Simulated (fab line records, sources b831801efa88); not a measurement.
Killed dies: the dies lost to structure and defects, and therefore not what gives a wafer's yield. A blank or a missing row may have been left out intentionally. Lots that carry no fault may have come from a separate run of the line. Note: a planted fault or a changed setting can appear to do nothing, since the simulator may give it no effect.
fab line records	flow gf180mcu	part 1 of 2: steps 1 to 30 of 40
record: lots: 5	wafers: 15	lastDay: 33
route steps=602 shown SAB@273 SALICIDE@278 CONTACT@287
lots that met no fault: taken from a fault-free run of the same line
startH: hours from the record's opening day to when the first of the lot's shown wafers began	waitH: how many hours have passed since the lot's step before this one	" unchanged from the row above	L1.1+2: a single row standing in for several wafers	- no value, or no start given	* or withheld: withheld	< > ~ a bound
route shown NAME@n: NAME is a module with steps in the file, n the number in the route of the first one	usual: mean/standard deviation of fault-free wafers	same: alike in all rows	chamber/n: place in a boat	sites: the reading at each site	_std_site: the standard deviation of these	_edge_site: outer sites' mean less inner sites'	radiusMm: how far each site lies from the wafer's centre	mask NAME#n: copy n	behind: the tool/chamber that last shaped the wafer	hold: reason for holding the lot/hours on hold/outcome of the hold	device: names the non-switching transistor (n, p or np)	end of line: tests run on the same wafers once the route is complete	where a step has no rows: the recipe by itself	killed: at the first sort, the dies lost to defects and structure; wafer yield is something else	map: per-die view of a wafer (x killed, . not killed, _ where there is no die)
set.NAME: the run value of the setting; set.NAME@STEP: its run value at that earlier step	model.NAME: the simulator's own value behind a step, which no gauge read
lots seen at some steps along the route; tables by step, rows by wafer
services: the hour from which a tool's chamber was out of use, counted from the record's first day as startH (under 0 if before that day), plus the number of hours and why
== steps ==
step: GF_SAB_CD_MEAS_09
recipe: targetCdNm: 420
usual: cdNm: 420.2/2.7
lot.wafer	tool	chamber	startH	waitH	cdNm
L077.2	cdSem-01	-	357.42	0.1	419.8
L077.3	"	-	"	"	422.3
L077.4	"	-	"	"	419.5
L078.1	cdSem-02	-	369.89	0.1	422.6
L078.4	"	-	"	"	421.1
L078.6	"	-	"	"	422.5
L083.1	cdSem-01	-	419.54	0.1	416.8
L083.3	"	-	"	"	416.9
L083.5	"	-	"	"	418.2
L088.1	cdSem-02	-	459.78	0.1	420.7
L088.2	"	-	"	"	419.0
L088.4	"	-	"	"	419.3
L092.1	cdSem-02	-	485.92	0.1	417.7
L092.4	"	-	"	"	421.1
L092.6	"	-	"	"	418.4
step: GF_SAB_OVL_MEAS_10
usual: SAB_OVL: 0.6/1.4
lot.wafer	tool	chamber	startH	waitH	SAB_OVL[nm]
L077.2	overlay-01	-	357.52	0.1	-0.6
L077.3	"	-	"	"	0.0
L077.4	"	-	"	"	-0.5
L078.1	overlay-01	-	370.01	0.1	-0.8
L078.4	"	-	"	"	-1.3
L078.6	"	-	"	"	-1.6
L083.1	overlay-02	-	419.66	0.1	0.7
L083.3	"	-	"	"	-0.4
L083.5	"	-	"	"	2.4
L088.1	overlay-02	-	459.90	0.1	1.6
L088.2	"	-	"	"	3.2
L088.4	"	-	"	"	3.5
L092.1	overlay-01	-	486.04	0.1	-0.2
L092.4	"	-	"	"	1.5
L092.6	"	-	"	"	-0.5
step: GF_SAB_ETCH_11
recipe: chemistry: C4F8/O2/Ar	maskMaterial: NOVOLAK	target: SiO2	targetDepthNm: 55	sourceW: 1500	biasW: 1200	pressureMtorr: 40	c4f8FlowSccm: withheld	O2_flow_sccm: 6	Ar_flow_sccm: 300	timeS: 8.5
usual: oesProductAu: 0.998/0.014
lot.wafer	tool	chamber	startH	waitH	oesProductAu	rfHoursCounterH
L077.2	rieDiel-02	0	357.55	0.0	1.018	18
L077.3	"	2	"	"	1.018	15
L077.4	"	3	"	"	1.003	9
L078.1	rieDiel-02	3	370.05	0.0	0.987	9
L078.4	"	0	"	"	1.017	18
L078.6	"	1	"	"	0.982	-
L083.1	rieDiel-04	3	419.70	0.0	1.015	71
L083.3	"	2	"	"	1.007	9
L083.5	"	0	"	"	0.992	-
L088.1	rieDiel-04	3	459.94	0.0	0.994	73
L088.2	"	2	"	"	0.993	10
L088.4	"	0	"	"	0.998	12
L092.1	rieDiel-01	2	486.07	0.0	0.997	88
L092.4	"	2	"	"	0.995	-
L092.6	"	1	"	"	0.975	-
step: GF_SAB_WET_ETCH_12
recipe: chemistry: dHF	targetDepthNm: 22	dry: n2Spin	target: SiO2	tempC: 25	dilution: 100:1	timeS: 440
lot.wafer	tool	chamber	startH	waitH
L077.2+3+4	wetBench-04	1	357.57	0.0
L078.1+4+6	wetBench-03	3	370.07	0.0
L083.1+3+5	wetBench-04	0	419.72	0.0
L088.1+2+4	wetBench-02	3	459.96	0.0
L092.1+4+6	wetBench-04	2	486.09	0.0
step: GF_SAB_STRIP_13
recipe: chemistry: O2/N2	powerW: 1400	pressureMtorr: 1500	platenTempC: 250	o2FlowSccm: 3000	n2FlowSccm: 300	overashFraction: 0.5
usual: drypumpMotorCurrentA: 5.77/0.25	heaterPowerW: 344/68	oesProductAu: 0.710/0.0047	stripTimeToEndpointS: 12.62/0.031
lot.wafer	tool	chamber	startH	waitH	drypumpMotorCurrentA	heaterPowerW	oesProductAu	rfHoursCounterH	stripTimeToEndpointS
L077.2	plasmaAsher-01	0	357.70	0.0	5.90	505	0.708	25	12.59
L077.3	"	1	"	"	5.82	334	0.705	-	12.61
L077.4	"	0	"	"	5.91	507	0.718	-	12.63
L078.1	plasmaAsher-02	0	370.20	0.0	5.39	329	0.703	72	12.66
L078.4	"	0	"	"	5.39	327	0.711	-	12.64
L078.6	"	1	"	"	5.92	307	0.708	-	12.60
L083.1	plasmaAsher-02	1	419.85	0.0	5.96	304	0.712	77	12.58
L083.3	"	1	"	"	5.97	306	0.712	-	12.58
L083.5	"	0	"	"	5.39	341	0.705	-	12.59
L088.1	plasmaAsher-04	0	460.09	0.0	5.55	305	0.704	66	12.58
L088.2	"	1	"	"	6.15	286	0.714	66	12.62
L088.4	"	0	"	"	5.54	300	0.713	-	12.66
L092.1	plasmaAsher-02	0	486.23	0.0	5.41	336	0.704	5	12.63
L092.4	"	1	"	"	5.94	315	0.719	-	12.64
L092.6	"	1	"	"	5.96	324	0.713	-	12.62
step: GF_SALICIDE_CLEAN_00
recipe: chemistry: SC1/SC2	mix: 1:4:20	tempC: 70	timeS: 150
lot.wafer	tool	chamber	startH	waitH
L077.2+3+4	wetBench-03	2	357.80	0.1
L078.1+4+6	wetBench-01	0	370.30	0.1
L083.1+3+5	wetBench-02	1	419.95	0.1
L088.1+2+4	wetBench-03	3	460.19	0.1
L092.1+4+6	wetBench-03	2	486.33	0.1
step: GF_SALICIDE_WET_ETCH_01
recipe: chemistry: dHF	targetDepthNm: 5	dry: ipaMarangoni	target: SiO2	tempC: 25	dilution: 100:1	timeS: 100
lot.wafer	tool	chamber	startH	waitH
L077.2+3+4	wetBench-01	3	357.85	0.0
L078.1+4+6	wetBench-02	1	370.35	0.0
L083.1+3+5	wetBench-03	3	420.00	0.0
L088.1+2+4	wetBench-02	2	460.24	0.0
L092.1+4+6	wetBench-03	1	486.38	0.0
step: GF_SALICIDE_SPUTTER_02
recipe: material: Co	targetThkNm: 10	powerW: 1000	timeS: 20	chamberPressurePa: 0.4
usual: throttleValvePct: 30.2/0.99
lot.wafer	tool	chamber	startH	waitH	throttleValvePct
L077.2	pvdSputter-02	-	357.89	0.0	30.9
L077.3	"	-	"	"	30.7
L077.4	"	-	"	"	29.6
L078.1	pvdSputter-01	-	370.39	0.0	30.8
L078.4	"	-	"	"	29.3
L078.6	"	-	"	"	28.4
L083.1	pvdSputter-01	-	420.07	0.0	29.6
L083.3	"	-	"	"	30.7
L083.5	"	-	"	"	30.5
L088.1	pvdSputter-01	-	460.27	0.0	28.5
L088.2	"	-	"	"	30.7
L088.4	"	-	"	"	29.2
L092.1	pvdSputter-01	-	486.42	0.0	32.0
L092.4	"	-	"	"	29.3
L092.6	"	-	"	"	31.7
step: GF_SALICIDE_SPUTTER_03
recipe: material: TiN	targetThkNm: 20	powerW: 6500	timeS: 17.11	chamberPressurePa: 0.4
usual: throttleValvePct: 30.2/0.97
lot.wafer	tool	chamber	startH	waitH	throttleValvePct
L077.2	pvdSputter-02	-	357.92	0.0	30.8
L077.3	"	-	"	"	30.4
L077.4	"	-	"	"	29.8
L078.1	pvdSputter-01	-	370.42	0.0	30.5
L078.4	"	-	"	"	29.6
L078.6	"	-	"	"	28.7
L083.1	pvdSputter-01	-	420.10	0.0	29.3
L083.3	"	-	"	"	30.4
L083.5	"	-	"	"	30.5
L088.1	pvdSputter-01	-	460.30	0.0	28.4
L088.2	"	-	"	"	30.5
L088.4	"	-	"	"	29.2
L092.1	pvdSputter-01	-	486.45	0.0	31.5
L092.4	"	-	"	"	29.4
L092.6	"	-	"	"	31.4
step: GF_SALICIDE_RS_MEAS_04
recipe: thkMeasGauge: four-point-probe	reads: TiN_of_SALICIDE_SPUTTER_03+Co_of_SALICIDE_SPUTTER_02
usual: SALICIDE_TIN_RS: 16.23/0.29
lot.wafer	tool	chamber	startH	waitH	SALICIDE_TIN_RS[ohm/sq]
L077.2	filmMetro-02	-	357.96	0.0	16.61
L077.3	"	-	"	"	16.26
L077.4	"	-	"	"	16.49
L078.1	filmMetro-02	-	370.44	0.0	15.81
L078.4	"	-	"	"	16.05
L078.6	"	-	"	"	16.04
L083.1	filmMetro-02	-	420.13	0.0	16.43
L083.3	"	-	"	"	15.99
L083.5	"	-	"	"	16.32
L088.1	filmMetro-02	-	460.33	0.0	16.84
L088.2	"	-	"	"	16.55
L088.4	"	-	"	"	16.84
L092.1	filmMetro-01	-	486.47	0.0	16.37
L092.4	"	-	"	"	15.86
L092.6	"	-	"	"	16.27
step: GF_SALICIDE_THK_MEAS_05
recipe: thkMeasGauge: xrf	reads: TiN_of_SALICIDE_SPUTTER_03
usual: SALICIDE_TIN_THK: 20.62/0.23
lot.wafer	tool	chamber	startH	waitH	SALICIDE_TIN_THK[nm]
L077.2	filmMetro-02	-	358.07	0.1	20.51
L077.3	"	-	"	"	20.67
L077.4	"	-	"	"	20.45
L078.1	filmMetro-02	-	370.56	0.1	21.03
L078.4	"	-	"	"	20.74
L078.6	"	-	"	"	20.80
L083.1	filmMetro-02	-	420.25	0.1	20.80
L083.3	"	-	"	"	20.76
L083.5	"	-	"	"	20.72
L088.1	filmMetro-02	-	460.45	0.1	20.45
L088.2	"	-	"	"	20.68
L088.4	"	-	"	"	20.63
L092.1	filmMetro-01	-	486.59	0.1	20.83
L092.4	"	-	"	"	20.79
L092.6	"	-	"	"	20.58
step: GF_SALICIDE_RTA_06
recipe: tempC: 530	timeS: 30	ambient: N2
usual: lampPowerPct: 6.9/0.42	wafer_temp_C_max: 532.7/0.84
lot.wafer	tool	chamber	startH	waitH	lampPowerPct	wafer_temp_C_max
L077.2	rtpAnneal-01	0	358.14	0.1	7.2	532.2
L077.3	"	0	"	"	7.2	532.1
L077.4	"	0	"	"	7.2	532.3
L078.1	rtpAnneal-01	0	370.62	0.1	7.2	532.4
L078.4	"	0	"	"	7.2	532.9
L078.6	"	0	"	"	7.2	533.1
L083.1	rtpAnneal-01	0	420.31	0.1	7.2	532.0
L083.3	"	0	"	"	7.2	532.4
L083.5	"	0	"	"	7.2	532.7
L088.1	rtpAnneal-02	0	460.51	0.1	6.3	534.5
L088.2	"	0	"	"	6.3	533.9
L088.4	"	0	"	"	6.3	532.8
L092.1	rtpAnneal-01	0	486.65	0.1	7.2	532.2
L092.4	"	0	"	"	7.2	531.8
L092.6	"	0	"	"	7.2	531.2
step: GF_SALICIDE_WET_ETCH_07
recipe: chemistry: SPM	targetDepthNm: 120	dry: n2Spin
lot.wafer	tool	chamber	startH	waitH
L077.2+3+4	wetBench-02	2	358.22	0.1
L078.1+4+6	wetBench-01	2	370.72	0.1
L083.1+3+5	wetBench-02	0	420.41	0.1
L088.1+2+4	wetBench-03	2	460.61	0.1
L092.1+4+6	wetBench-01	3	486.75	0.1
step: GF_SALICIDE_RTA_08
recipe: tempC: 800	timeS: 30	ambient: N2
usual: lampPowerPct: 18.4/1.1	wafer_temp_C_max: 804.5/1.3
lot.wafer	tool	chamber	startH	waitH	lampPowerPct	wafer_temp_C_max
L077.2	rtpAnneal-02	0	358.35	0.0	17.6	804.6
L077.3	"	0	"	"	17.7	804.0
L077.4	"	0	"	"	17.6	805.3
L078.1	rtpAnneal-02	0	370.81	0.0	17.7	804.6
L078.4	"	0	"	"	17.6	805.7
L078.6	"	0	"	"	17.6	804.6
L083.1	rtpAnneal-02	0	420.50	0.0	17.6	805.8
L083.3	"	0	"	"	17.6	804.8
L083.5	"	0	"	"	17.6	803.7
L088.1	rtpAnneal-01	0	460.70	0.0	20.1	803.0
L088.2	"	0	"	"	20.0	802.8
L088.4	"	0	"	"	20.1	804.6
L092.1	rtpAnneal-02	0	486.85	0.0	17.6	804.7
L092.4	"	0	"	"	17.6	807.1
L092.6	"	0	"	"	17.6	804.1
step: GF_CONTACT_CVD_00
recipe: material: SiO2	targetThkNm: 300	sigmaOpenFrac: 0.3	tempC: 400	timeS: 50	sih4FlowSccm: 60	pressureMtorr: 6
usual: susceptorTempC: 400.00/0.22
lot.wafer	tool	chamber	startH	waitH	susceptorTempC
L077.2	hdpcvd-01	2	358.43	0.1	399.92
L077.3	"	0	"	"	399.91
L077.4	"	0	"	"	399.99
L078.1	hdpcvd-02	2	370.91	0.1	400.38
L078.4	"	2	"	"	400.54
L078.6	"	0	"	"	400.04
L083.1	hdpcvd-02	2	420.60	0.1	399.95
L083.3	"	1	"	"	399.99
L083.5	"	0	"	"	400.25
L088.1	hdpcvd-02	2	460.80	0.1	400.49
L088.2	"	1	"	"	400.08
L088.4	"	2	"	"	400.54
L092.1	hdpcvd-02	2	486.95	0.1	400.16
L092.4	"	0	"	"	400.16
L092.6	"	2	"	"	399.78
step: GF_CONTACT_THK_MEAS_01
recipe: reads: SiO2_of_CONTACT_CVD_00
usual: CONTACT_CVD_00_THK: 300/4.4
lot.wafer	tool	chamber	startH	waitH	CONTACT_CVD_00_THK[nm]
L077.2	filmMetro-04	-	358.49	0.0	299
L077.3	"	-	"	"	304
L077.4	"	-	"	"	301
L078.1	filmMetro-04	-	370.96	0.0	304
L078.4	"	-	"	"	303
L078.6	"	-	"	"	298
L083.1	filmMetro-01	-	420.64	0.0	304
L083.3	"	-	"	"	299
L083.5	"	-	"	"	297
L088.1	filmMetro-01	-	460.84	0.0	304
L088.2	"	-	"	"	297
L088.4	"	-	"	"	303
L092.1	filmMetro-01	-	487.00	0.0	304
L092.4	"	-	"	"	304
L092.6	"	-	"	"	303
step: GF_CONTACT_CVD_02
recipe: material: SiO2	targetThkNm: 860	precursor: TEOS	tempC: 400	timeS: 95.992	rfW: 600
usual: heaterPowerW: 675/80	susceptorTempC: 400.01/0.23
lot.wafer	tool	chamber	startH	waitH	heaterPowerW	sinceWetCleanH	susceptorTempC
L077.2	pecvd-04	1	358.54	0.0	641	823	399.84
L077.3	"	2	"	"	704	823	400.25
L077.4	"	2	"	"	591	-	399.67
L078.1	pecvd-03	1	371.02	0.1	653	613	400.22
L078.4	"	2	"	"	825	-	400.27
L078.6	"	0	"	"	653	-	400.10
L083.1	pecvd-03	0	420.70	0.1	613	663	400.19
L083.3	"	1	"	"	725	663	400.16
L083.5	"	1	"	"	780	-	400.16
L088.1	pecvd-04	2	460.90	0.1	610	78	399.58
L088.2	"	1	"	"	551	78	400.24
L088.4	"	2	"	"	660	-	399.83
L092.1	pecvd-04	1	487.06	0.1	647	104	400.35
L092.4	"	1	"	"	685	-	400.38
L092.6	"	0	"	"	630	-	399.63
step: GF_CONTACT_THK_MEAS_03
recipe: reads: SiO2_of_CONTACT_CVD_02
usual: CONTACT_CVD_02_THK: 857/14
lot.wafer	tool	chamber	startH	waitH	CONTACT_CVD_02_THK[nm]
L077.2	filmMetro-03	-	358.62	0.0	824
L077.3	"	-	"	"	834
L077.4	"	-	"	"	858
L078.1	filmMetro-03	-	371.09	0.0	858
L078.4	"	-	"	"	870
L078.6	"	-	"	"	861
L083.1	filmMetro-04	-	420.77	0.0	845
L083.3	"	-	"	"	854
L083.5	"	-	"	"	874
L088.1	filmMetro-03	-	460.97	0.0	838
L088.2	"	-	"	"	845
L088.4	"	-	"	"	861
L092.1	filmMetro-03	-	487.13	0.0	849
L092.4	"	-	"	"	852
L092.6	"	-	"	"	861
step: GF_CONTACT_CMP_04
recipe: material: SiO2	downForcePsi: 4	platenRpm: 60	padVelocityMS: 0.94248
usual: motorCurrentA: 11.5/1.3	slurryFlowMlMin: 150.0/0.44	timeToEndpointS: 111/7.8
lot.wafer	tool	chamber	startH	waitH	motorCurrentA	slurryFlowMlMin	timeToEndpointS
L077.2	cmp-02	1	358.67	0.0	14.2	150.1	105
L077.3	"	2	"	"	12.0	150.1	107
L077.4	"	3	"	"	11.7	149.9	107
L078.1	cmp-02	2	371.20	0.1	12.2	149.8	124
L078.4	"	3	"	"	11.1	150.0	120
L078.6	"	1	"	"	14.8	151.5	124
L083.3	cmp-01	1	420.83	0.0	9.8	149.9	107
L083.1	"	2	"	"	12.0	150.2	107
L083.5	"	1	"	"	9.7	149.6	113
L088.4	cmp-02	1	461.08	0.1	13.5	150.1	115
L088.1	"	2	"	"	12.4	149.8	110
L088.2	"	3	"	"	10.5	149.8	109
L092.4	cmp-02	2	487.22	0.0	12.3	150.5	115
L092.1	"	1	"	"	13.4	149.8	110
L092.6	"	2	"	"	11.7	150.6	121
step: GF_CONTACT_BOW_MEAS_05
recipe: mode: bow
usual: CONTACT_BOW: 64/6.9
lot.wafer	tool	chamber	startH	waitH	CONTACT_BOW[um]
L077.2	filmMetro-04	-	358.99	0.3	60
L077.3	"	-	"	"	67
L077.4	"	-	"	"	54
L078.1	filmMetro-01	-	371.45	0.2	57
L078.4	"	-	"	"	73
L078.6	"	-	"	"	67
L083.1	filmMetro-03	-	421.13	0.2	76
L083.3	"	-	"	"	59
L083.5	"	-	"	"	53
L088.1	filmMetro-04	-	461.33	0.1	75
L088.2	"	-	"	"	67
L088.4	"	-	"	"	60
L092.1	filmMetro-04	-	487.52	0.1	60
L092.4	"	-	"	"	70
L092.6	"	-	"	"	67
step: GF_CONTACT_DEHYDRATE_06
recipe: tempC: 200	timeS: 60
lot.wafer	tool	chamber	startH	waitH
L077.2+3+4	lithoTrack-02	0	369.31	10.3
L078.1+4+6	lithoTrack-02	0	381.49	10.0
L083.1+3+5	lithoTrack-01	0	431.68	10.5
L088.1+2+4	lithoTrack-01	0	472.53	11.2
L092.1+4+6	lithoTrack-04	0	498.79	11.3
step: GF_CONTACT_HMDS_07
recipe: primeTimeS: 60	primeTempC: 120
lot.wafer	tool	chamber	startH	waitH
L077.2+3+4	lithoTrack-02	0	369.46	0.1
L078.1+4+6	lithoTrack-02	0	381.64	0.1
L083.1+3+5	lithoTrack-01	0	431.83	0.1
L088.1+2+4	lithoTrack-01	0	472.68	0.1
L092.1+4+6	lithoTrack-04	0	498.94	0.1
step: GF_CONTACT_COAT_08
recipe: resist: BARC	tempC: withheld	timeS: withheld	spinRpm: withheld	resistThkNm: withheld
lot.wafer	tool	chamber	startH	waitH
L077.2+3+4	lithoTrack-02	0	369.61	0.1
L078.1+4+6	lithoTrack-02	0	381.79	0.1
L083.1+3+5	lithoTrack-01	0	431.98	0.1
L088.1+2+4	lithoTrack-01	0	472.83	0.1
L092.1+4+6	lithoTrack-04	0	499.09	0.1
step: GF_CONTACT_COAT_09
recipe: resist: KrF	spinRpm: withheld	resistThkNm: 1000
lot.wafer	tool	chamber	startH	waitH
L077.2+3+4	lithoTrack-02	0	-	-
L078.1+4+6	lithoTrack-02	0	-	-
L083.1+3+5	lithoTrack-01	0	-	-
L088.1+2+4	lithoTrack-01	0	-	-
L092.1+4+6	lithoTrack-04	0	-	-
step: GF_CONTACT_SOFTBAKE_10
recipe: tempC: 130	timeS: 60	resist: KrF
lot.wafer	tool	chamber	startH	waitH
L077.2+3+4	lithoTrack-02	0	-	-
L078.1+4+6	lithoTrack-02	0	-	-
L083.1+3+5	lithoTrack-01	0	-	-
L088.1+2+4	lithoTrack-01	0	-	-
L092.1+4+6	lithoTrack-04	0	-	-
step: GF_CONTACT_EXPOSE_11
recipe: maskId: Contact	targetCdNm: 220	na: 0.68	sourceShape: conventional	sigmaOuter: 0.6	doseMj: 38
lot.wafer	tool	chamber	startH	waitH	mask
L077.2+3+4	krfScanner-01	0	-	-	Contact#0
L078.1+4+6	krfScanner-02	0	-	-	Contact#0
L083.1+3+5	krfScanner-02	0	-	-	Contact#0
L088.1+2+4	krfScanner-01	0	-	-	Contact#0
L092.1+4+6	krfScanner-02	0	-	-	Contact#0
step: GF_CONTACT_PEB_12
recipe: pebTempC: 135	pebTimeS: 90	resist: KrF
lot.wafer	tool	chamber	startH	waitH
L077.2+3+4	lithoTrack-01	0	-	-
L078.1+4+6	lithoTrack-02	0	-	-
L083.1+3+5	lithoTrack-01	0	-	-
L088.1+2+4	lithoTrack-01	0	-	-
L092.1+4+6	lithoTrack-02	0	-	-
step: GF_CONTACT_DEVELOP_13
recipe: developTimeS: 60	resist: KrF	devTempC: 21
lot.wafer	tool	chamber	startH	waitH
L077.2+3+4	lithoTrack-01	0	379.96	0.2
L078.1+4+6	lithoTrack-02	0	393.44	0.2
L083.1+3+5	lithoTrack-01	0	444.58	0.2
L088.1+2+4	lithoTrack-01	0	484.33	0.2
L092.1+4+6	lithoTrack-02	0	511.34	0.2
step: GF_CONTACT_CD_MEAS_14
recipe: targetCdNm: 220
usual: cdNm: 219.8/1.5
lot.wafer	tool	chamber	startH	waitH	cdNm
L077.2	cdSem-02	-	380.10	0.1	217.8
L077.3	"	-	"	"	219.6
L077.4	"	-	"	"	217.9
L078.1	cdSem-02	-	393.59	0.1	218.3
L078.4	"	-	"	"	218.4
L078.6	"	-	"	"	219.5
L083.1	cdSem-02	-	444.73	0.1	220.3
L083.3	"	-	"	"	220.1
L083.5	"	-	"	"	219.0
L088.1	cdSem-01	-	484.48	0.1	222.2
L088.2	"	-	"	"	222.8
L088.4	"	-	"	"	221.2
L092.1	cdSem-01	-	511.49	0.1	221.2
L092.4	"	-	"	"	220.1
L092.6	"	-	"	"	220.2
step: GF_CONTACT_OVL_MEAS_15
usual: CONTACT_OVL: -1/5.3
lot.wafer	tool	chamber	startH	waitH	CONTACT_OVL[nm]
L077.2	overlay-02	-	380.21	0.1	12
L077.3	"	-	"	"	6
L077.4	"	-	"	"	16
L078.1	overlay-02	-	393.71	0.1	-12
L078.4	"	-	"	"	-7
L078.6	"	-	"	"	-5
L083.1	overlay-02	-	444.85	0.1	7
L083.3	"	-	"	"	3
L083.5	"	-	"	"	3
L088.1	overlay-01	-	484.60	0.1	-2
L088.2	"	-	"	"	1
L088.4	"	-	"	"	0
L092.1	overlay-02	-	511.61	0.1	-9
L092.4	"	-	"	"	-5
L092.6	"	-	"	"	-7
